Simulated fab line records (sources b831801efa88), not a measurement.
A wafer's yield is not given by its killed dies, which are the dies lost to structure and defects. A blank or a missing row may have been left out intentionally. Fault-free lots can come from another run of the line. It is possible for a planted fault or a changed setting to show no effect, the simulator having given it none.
The tool behind it: which one? ; flow gf180mcu ; Sampling: 24 lots, 72 wafers, 6 of 602 route steps

## WHAT THE GAUGES SHOWED, per wafer
GF_V2_CD_MEAS_14: target cd 260 nm. Usual: cd_nm 260.0 nm, standard deviation 1.3.
lot;measured;on;cd_nm (nm);flag
L074;day 20 17:22;cd_sem-02;258.9 260.1 259.9;
L075;day 20 21:00;cd_sem-01;261.3 263.1 262.6;
L076;day 21 14:37;cd_sem-02;261.2 261.3 261.2;
L077;day 21 17:42;cd_sem-02;257.9 257.4 258.0;
L078;day 21 21:10;cd_sem-02;260.4 258.7 259.1;
L079;day 22 17:46;cd_sem-02;259.9 260.0 260.5;
L081;day 22 19:49;cd_sem-01;263.2 263.3 263.6;
L080;day 22 21:57;cd_sem-01;259.7 260.9 261.7;
L082;day 23 17:52;cd_sem-01;258.1 257.5 258.2;
L083;day 23 18:48;cd_sem-01;258.3 258.4 259.2;
L084;day 24 00:03;cd_sem-02;259.1 259.4 260.0;
L085;day 24 03:43;cd_sem-01;261.2 261.6 261.6;
L086;day 24 23:17;cd_sem-01;258.9 258.8 258.0;
L087;day 25 14:31;cd_sem-01;259.3 259.7 259.4;
L088;day 25 14:40;cd_sem-02;258.7 259.9 259.0;
L090;day 25 20:31;cd_sem-01;260.4 260.0 260.6;
L089;day 25 22:07;cd_sem-01;261.5 261.0 261.1;
L091;day 26 09:55;cd_sem-02;259.8 262.3 261.7;
L092;day 26 16:03;cd_sem-02;258.8 258.6 259.3;
L093;day 26 16:04;cd_sem-01;259.7 258.5 258.9;
L094;day 27 11:12;cd_sem-02;257.9 259.3 259.5;
L095;day 27 12:50;cd_sem-02;259.3 259.6 259.8;
L096;day 27 14:58;cd_sem-02;261.4 259.9 259.9;
L097;day 28 07:22;cd_sem-02;261.0 260.1 260.1;

GF_M3_OVL_MEAS_15. Usual: for M3_OVL the level is 1 nm and the standard deviation is 4.5.
lot;measured;on;M3_OVL (nm);flag
L074;day 21 19:31;overlay-01;8 4 3;
L075;day 21 23:07;overlay-01;1 5 -6;
L076;day 22 15:38;overlay-02;-1 6 1;
L077;day 22 18:50;overlay-02;-5 2 -9;
L078;day 22 22:35;overlay-01;-2 -3 0;
L079;day 23 18:01;overlay-02;-8 0 2;
L081;day 23 20:47;overlay-01;3 0 6;
L080;day 23 22:22;overlay-01;1 2 13;
L082;day 24 18:07;overlay-02;-2 1 6;
L083;day 24 18:28;overlay-01;1 4 -3;
L084;day 25 00:13;overlay-02;1 0 -5;
L085;day 25 03:30;overlay-01;-6 2 3;
L086;day 25 22:35;overlay-01;1 -4 0;
L087;day 26 13:26;overlay-02;-2 2 2;
L088;day 26 13:11;overlay-02;-2 5 -3;
L090;day 26 19:04;overlay-02;-1 1 -8;
L089;day 26 20:40;overlay-02;0 4 1;
L091;day 27 08:35;overlay-01;8 -3 -4;
L092;day 27 14:40;overlay-02;6 -4 -6;
L093;day 27 15:08;overlay-01;-4 3 -5;
L094;day 28 08:47;overlay-02;-3 3 3;
L095;day 28 10:26;overlay-02;6 11 2;
L096;day 28 13:35;overlay-01;1 7 4;
L097;day 29 04:11;overlay-01;2 7 0;

GF_TOP_METAL_THK_MEAS_06: measures by xrf. Usual: for TOP_METAL_ALCU_THK the level is 909 nm and the standard deviation is 9.5.
lot;measured;on;TOP_METAL_ALCU_THK (nm);flag
L074;day 27 16:49;film_metro-03;906 910 908;
L075;day 27 19:47;film_metro-03;919 923 915;
L076;day 28 09:10;film_metro-03;917 915 920;
L077;day 28 12:07;film_metro-02;896 911 898;
L078;day 28 17:44;film_metro-03;914 900 919;
L079;day 29 08:56;film_metro-03;902 902 905;
L081;day 29 10:23;film_metro-03;897 903 913;
L080;day 29 12:38;film_metro-03;903 904 905;
L082;day 30 04:00;film_metro-03;901 902 900;
L083;day 30 05:02;film_metro-03;903 911 913;
L084;day 30 11:46;film_metro-03;896 875 898;
L085;day 30 12:20;film_metro-04;901 920 910;
L086;day 31 06:23;film_metro-04;893 910 916;
L087;day 31 19:13;film_metro-04;917 900 911;
L088;day 31 18:03;film_metro-02;918 924 916;
L090;day 31 22:56;film_metro-03;919 917 915;
L089;day 32 01:12;film_metro-03;921 922 911;
L091;day 32 10:11;film_metro-03;892 902 906;
L092;day 32 14:49;film_metro-04;916 929 917;
L093;day 32 15:01;film_metro-04;907 909 920;
L094;day 33 06:40;film_metro-03;898 894 897;
L095;day 33 08:02;film_metro-02;908 918 931;
L096;day 33 11:14;film_metro-04;905 899 904;
L097;day 33 21:58;film_metro-04;909 900 893;

## WHAT TOOL EACH LOT RAN ON (gives the tool, then ch and the chambers of the sampled wafers, and finally the start)
lot;GF_V1_ETCH_17;GF_M2_SPUTTER_04;GF_M3_METAL_ETCH_16
L074;rie_diel-04 ch 2,3, day 18 15:23 or earlier;pvd_sputter-02, day 18 15:23;rie_metal-01 ch 0,1, day 21 19:33
L075;rie_diel-01 ch 0,3, day 18 18:29 or earlier;pvd_sputter-04, day 18 18:29;rie_metal-01 ch 0,1, day 21 23:10
L076;rie_diel-01 ch 0,1,3, day 19 13:07 or earlier;pvd_sputter-02, day 19 13:07;rie_metal-04 ch 0,1, day 22 15:40
L077;rie_diel-03 ch 2,3, day 19 17:02 or earlier;pvd_sputter-01, day 19 17:02;rie_metal-01 ch 0, day 22 18:52
L078;rie_diel-01 ch 2,3, day 19 19:36 or earlier;pvd_sputter-04, day 19 19:36;rie_metal-02 ch 1, day 22 22:39
L079;rie_diel-03 ch 0,2,3, day 20 16:55 or earlier;pvd_sputter-01, day 20 16:55;rie_metal-01 ch 0,1, day 23 18:04
L081;rie_diel-03 ch 0,2,3, day 20 18:55 or earlier;pvd_sputter-01, day 20 18:55;rie_metal-02 ch 1, day 23 20:52
L080;rie_diel-01 ch 0,2,3, day 20 21:02 or earlier;pvd_sputter-02, day 20 21:02;rie_metal-04 ch 0,1, day 23 22:25
L082;rie_diel-04 ch 0,3, day 21 18:14 or earlier;pvd_sputter-04, day 21 18:14;rie_metal-01 ch 0, day 24 18:09
L083;rie_diel-03 ch 1,2, day 21 20:06 or earlier;pvd_sputter-02, day 21 20:06;rie_metal-02 ch 0, day 24 18:30
L084;rie_diel-01 ch 0,1,3, day 22 01:35 or earlier;pvd_sputter-01, day 22 01:35;rie_metal-01 ch 0,1, day 25 00:16
L085;rie_diel-03 ch 1,3, day 22 05:02 or earlier;pvd_sputter-02, day 22 05:02;rie_metal-02 ch 0, day 25 03:37
L086;rie_diel-01 ch 0,3, day 23 00:44 or earlier;pvd_sputter-01, day 23 00:44;rie_metal-01 ch 1, day 25 22:40
L087;rie_diel-04 ch 0,2,3, day 23 18:31 or earlier;pvd_sputter-02, day 23 18:31;rie_metal-02 ch 0,1, day 26 13:28
L088;rie_diel-03 ch 1,2,3, day 23 18:49 or earlier;pvd_sputter-01, day 23 18:49;rie_metal-04 ch 0,1, day 26 13:15
L090;rie_diel-01 ch 0,2, day 24 00:08 or earlier;pvd_sputter-01, day 24 00:08;rie_metal-02 ch 0,1, day 26 19:06
L089;rie_diel-03 ch 2,3, day 24 01:02 or earlier;pvd_sputter-02, day 24 01:02;rie_metal-01 ch 1, day 26 20:42
L091;rie_diel-01 ch 0,3, day 24 14:07 or earlier;pvd_sputter-01, day 24 14:07;rie_metal-01 ch 0,1, day 27 08:37
L092;rie_diel-03 ch 0,1,3, day 24 20:11 or earlier;pvd_sputter-01, day 24 20:11;rie_metal-04 ch 0,1, day 27 14:42
L093;rie_diel-01 ch 0,2, day 24 20:33 or earlier;pvd_sputter-04, day 24 20:33;rie_metal-01 ch 0,1, day 27 15:10
L094;rie_diel-03 ch 0,1,2, day 25 16:04 or earlier;pvd_sputter-04, day 25 16:04;rie_metal-02 ch 0, day 28 08:49
L095;rie_diel-01 ch 0,1,3, day 25 17:14 or earlier;pvd_sputter-01, day 25 17:14;rie_metal-02 ch 0, day 28 10:32
L096;rie_diel-03 ch 0,1,3, day 25 19:35 or earlier;pvd_sputter-04, day 25 19:35;rie_metal-04 ch 0,1, day 28 13:39
L097;rie_diel-04 ch 1,3, day 26 13:02 or earlier;pvd_sputter-01, day 26 13:02;rie_metal-02 ch 0, day 29 04:13
- GF_V1_ETCH_17: etches SiO2 in C4F8/O2/Ar, stops on TiN, target depth 630 nm.
- GF_M2_SPUTTER_04: material TiN, target thk 50 nm, time 41.7 s.
- GF_M3_METAL_ETCH_16: etches the open film in Cl2/BCl3, stops on SiO2, target depth 750.8 nm, time 125.1 s.

## AS READ BY THE TOOLS THEMSELVES (means over the sampled wafers that have a number; for cases with no such wafer, the mark the record gives instead)
GF_V1_ETCH_17. Usual: oes_product_au 0.856 a.u., standard deviation 0.0047.
lot;tool;oes_product_au (a.u.);flag
L074;rie_diel-04;0.858;
L075;rie_diel-01;0.859;
L076;rie_diel-01;0.859;
L077;rie_diel-03;0.857;
L078;rie_diel-01;0.855;
L079;rie_diel-03;0.863;
L081;rie_diel-03;0.854;
L080;rie_diel-01;0.854;
L082;rie_diel-04;0.862;
L083;rie_diel-03;0.850;
L084;rie_diel-01;0.855;
L085;rie_diel-03;0.852;
L086;rie_diel-01;0.856;
L087;rie_diel-04;0.854;
L088;rie_diel-03;0.856;
L090;rie_diel-01;0.856;
L089;rie_diel-03;0.853;
L091;rie_diel-01;0.856;
L092;rie_diel-03;0.855;
L093;rie_diel-01;0.855;
L094;rie_diel-03;0.856;
L095;rie_diel-01;0.859;
L096;rie_diel-03;0.853;
L097;rie_diel-04;0.856;

GF_M2_SPUTTER_04. Usual: throttle_valve_pct 30.1 %, standard deviation 1.6.
lot;tool;throttle_valve_pct (%);flag
L074;pvd_sputter-02;31.7;
L075;pvd_sputter-04;30.5;
L076;pvd_sputter-02;29.6;
L077;pvd_sputter-01;30.2;
L078;pvd_sputter-04;30.9;
L079;pvd_sputter-01;28.3;
L081;pvd_sputter-01;31.0;
L080;pvd_sputter-02;29.8;
L082;pvd_sputter-04;31.4;
L083;pvd_sputter-02;30.0;
L084;pvd_sputter-01;28.8;
L085;pvd_sputter-02;30.6;
L086;pvd_sputter-01;29.9;
L087;pvd_sputter-02;30.5;
L088;pvd_sputter-01;30.1;
L090;pvd_sputter-01;27.7;
L089;pvd_sputter-02;29.3;
L091;pvd_sputter-01;30.5;
L092;pvd_sputter-01;28.2;
L093;pvd_sputter-04;31.0;
L094;pvd_sputter-04;30.6;
L095;pvd_sputter-01;30.0;
L096;pvd_sputter-04;30.3;
L097;pvd_sputter-01;28.8;

GF_M3_METAL_ETCH_16. Usual: drypump_motor_current_A 5.41 A, standard deviation 0.29; mfc_cl2_sccm 79.99 sccm, standard deviation 0.26; oes_product_au 0.990 a.u., standard deviation 0.0071; throttle_valve_pct 28.229 %, standard deviation 0.011.
lot;tool;drypump_motor_current_A (A);mfc_cl2_sccm (sccm);oes_product_au (a.u.);throttle_valve_pct (%);flag
L074;rie_metal-01;5.30;79.50;0.989;28.230;
L075;rie_metal-01;5.49;80.01;0.997;28.225;
L076;rie_metal-04;5.76;79.94;0.998;28.220;
L077;rie_metal-01;5.66;79.79;0.994;28.235;
L078;rie_metal-02;5.11;79.83;0.990;28.220;
L079;rie_metal-01;5.51;80.14;0.987;28.236;
L081;rie_metal-02;5.11;79.91;0.994;28.222;
L080;rie_metal-04;5.79;80.03;0.993;28.225;
L082;rie_metal-01;5.72;80.02;0.989;28.235;
L083;rie_metal-02;5.30;80.19;0.988;28.225;
L084;rie_metal-01;5.29;79.87;0.983;28.234;
L085;rie_metal-02;5.30;80.35;0.987;28.247;
L086;rie_metal-01;5.08;79.97;0.990;28.225;
L087;rie_metal-02;5.18;80.01;0.993;28.232;
L088;rie_metal-04;5.77;80.18;0.997;28.222;
L090;rie_metal-02;5.18;79.92;0.992;28.235;
L089;rie_metal-01;5.09;79.87;0.980;28.240;
L091;rie_metal-01;5.31;80.10;0.985;28.225;
L092;rie_metal-04;5.77;79.89;0.992;28.230;
L093;rie_metal-01;5.29;79.72;0.976;28.240;
L094;rie_metal-02;5.31;80.08;0.995;28.228;
L095;rie_metal-02;5.31;79.93;0.994;28.222;
L096;rie_metal-04;5.82;80.07;0.991;28.221;
L097;rie_metal-02;5.30;80.24;0.994;28.224;

## THE ANSWER, worked out from the rows above alone
Rule: take the mean of a lot's wafers that have a number; if it is more than 3 standard deviations from the usual mean, the lot is off. A lot without any number at a reading at which 4 lots or more have one is off too. The other lots that the step has rows for count as sound. First the gauges in route order, then the tools' own readings, where a lot's mean is used as printed above. The first step at which some lot is off is used, and at that step the reading that is off furthest; a lot without a number counts as furthest.
None of the lots is off at any reading shown; this tells nothing.

## WHAT THE SIMULATOR HAD PUT IN
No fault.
